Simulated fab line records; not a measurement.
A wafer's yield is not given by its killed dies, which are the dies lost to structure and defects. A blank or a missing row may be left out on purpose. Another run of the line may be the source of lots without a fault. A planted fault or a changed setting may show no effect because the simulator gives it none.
Chamber matching + flow gf180mcu + pecvd-02 running GF_SAB_CVD_00: 3 sister chambers
The step deposits SiO2 from TEOS, target thk 50 nm, time 4.9302 s. 3 wafers are shown with their chamber, then 7 later ones without.

## WAFERS WITH THEIR CHAMBER
| wafer  | chamber | heater_power_w (W) |
|--------|---------|--------------------|
| L797.5 | 2       | 708                |
| L799.2 | 0       | 646                |
| L799.3 | 1       | 634                |

## WAFERS MISSING THEIR CHAMBER
| wafer  | heater_power_w (W) |
|--------|--------------------|
| L799.4 | 657                |
| L808.2 | 680                |
| L808.3 | 750                |
| L808.4 | 760                |
| L809.2 | 676                |
| L809.3 | 559                |
| L809.5 | 572                |

## EACH ONE'S CHAMBER
| wafer  | from the rows above          | in truth |
|--------|------------------------------|----------|
| L799.4 | can't be placed: 0 or 1 or 2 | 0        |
| L808.2 | can't be placed: 2 or 0 or 1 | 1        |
| L808.3 | can't be placed: 2 or 0 or 1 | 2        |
| L808.4 | can't be placed: 2 or 0 or 1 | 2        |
| L809.2 | can't be placed: 0 or 2 or 1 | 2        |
| L809.3 | can't be placed: 1 or 0 or 2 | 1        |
| L809.5 | can't be placed: 1 or 0 or 2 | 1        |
Placed correctly: 0 of 7. Cannot be placed on the basis of these rows: 7; the candidates contain the true chamber in 7. 0 placed wrongly.
How it was worked out, from the rows above alone: a wafer's distance from a chamber is the root of the sum, over the readings, of the square of ((its reading less the chamber's mean) divided by the reading's scatter). The wafer belongs to the nearest chamber; if the next one is less than 2 further off, it can't be placed. A chamber's mean is the mean of its shown wafers. The scatter (one wafer shown for each chamber): square how far every hidden wafer sits from the nearest shown wafer, average those squares and take the square root.
